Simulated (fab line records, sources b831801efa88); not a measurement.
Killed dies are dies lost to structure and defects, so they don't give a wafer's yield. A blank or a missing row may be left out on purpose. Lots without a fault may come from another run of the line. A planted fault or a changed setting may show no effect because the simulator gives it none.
Which tool did it? | flow sky130 | 13 lots, 39 wafers sampled, at 2 steps of a route of 708

WHAT THE GAUGES READ, wafer by wafer
SKY_VT_ADJUST_LVTN_TW_MEAS_10. Usual: VT_ADJUST_LVTN_TW 241.8, standard deviation 2.9.
lot  | measured     | on            | VT_ADJUST_LVTN_TW | flag
L291 | day 7 16:06  | film_metro-02 | 238.1 240.0 238.6 |
L290 | day 7 17:25  | film_metro-01 | 245.2 245.0 246.0 |
L294 | day 8 06:22  | film_metro-03 | 243.8 243.9 243.9 |
L296 | day 8 10:55  | film_metro-01 | 245.1 244.9 244.2 |
L295 | day 8 12:43  | film_metro-03 | 242.1 243.0 242.9 |
L298 | day 9 04:09  | film_metro-01 | 244.7 244.3 244.0 |
L302 | day 10 04:11 | film_metro-01 | 244.9 245.7 244.8 |
L303 | day 10 10:16 | film_metro-02 | 224.5 225.2 225.5 | OFF
L304 | day 10 16:31 | film_metro-02 | 225.4 225.3 226.4 | OFF
L308 | day 11 20:07 | film_metro-03 | 242.5 243.1 242.1 |
L310 | day 12 12:20 | film_metro-03 | 244.3 242.3 243.5 |
L311 | day 12 19:18 | film_metro-01 | 245.5 244.2 245.7 |
L313 | day 13 15:02 | film_metro-02 | 239.7 238.7 240.1 |

WHICH TOOL RAN EACH LOT (tool, then ch and the chambers of the sampled wafers, then the start)
lot  | SKY_VT_ADJUST_LVTN_IMPLANT_08
L291 | implanter-02 ch 0, day 7 15:51
L290 | implanter-03 ch 0, day 7 17:12
L294 | implanter-03 ch 0, day 8 06:08
L296 | implanter-04 ch 0, day 8 10:40
L295 | implanter-02 ch 0, day 8 12:28
L298 | implanter-03 ch 0, day 9 03:54
L302 | implanter-02 ch 0, day 10 03:58
L303 | implanter-03 ch 0, day 10 10:02
L304 | implanter-03 ch 0, day 10 16:17
L308 | implanter-02 ch 0, day 11 19:48
L310 | implanter-04 ch 0, day 12 12:08
L311 | implanter-04 ch 0, day 12 19:03
L313 | implanter-02 ch 0, day 13 14:48
- SKY_VT_ADJUST_LVTN_IMPLANT_08

WHAT THE TOOLS THEMSELVES READ (means of the sampled wafers that have a number; where no wafer has one, the mark that the record gives instead)
The record holds no such reading with a usual standard deviation.

THE ANSWER, worked out from the rows above alone
Rule: a lot is off if the mean of its wafers that have a number lies more than 3 standard deviations from the usual mean. A lot without any number at a reading at which 4 lots or more have one is off too. The other lots that the step has rows for count as sound. The gauges are gone through in route order, then the tools' own readings, and for those a lot's mean is taken as printed above. The first step at which some lot is off is used, and at that step the reading that is off furthest; a lot without a number counts as furthest.
Off: L303, L304, at SKY_VT_ADJUST_LVTN_TW_MEAS_10 (VT_ADJUST_LVTN_TW).
A tool fits if, at a process step before that reading, it ran every lot that is off, and no sound lot after the first of them. The gauges at SKY_VT_ADJUST_LVTN_TW_MEAS_10 are tried like those tools. One fits: implanter-03 at SKY_VT_ADJUST_LVTN_IMPLANT_08. Its last sound lot is L298 (day 9 03:54), its first lot that is off L303 (day 10 10:02): a fault that began between those two fits.

WHAT THE SIMULATOR HAD PUT IN
Process parameter drift: implanter-03, from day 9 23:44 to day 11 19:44, at SKY_VT_ADJUST_LVTN_IMPLANT_08. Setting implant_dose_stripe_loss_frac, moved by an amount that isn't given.
Lots struck among those shown: L303, L304. The rule above found the same.
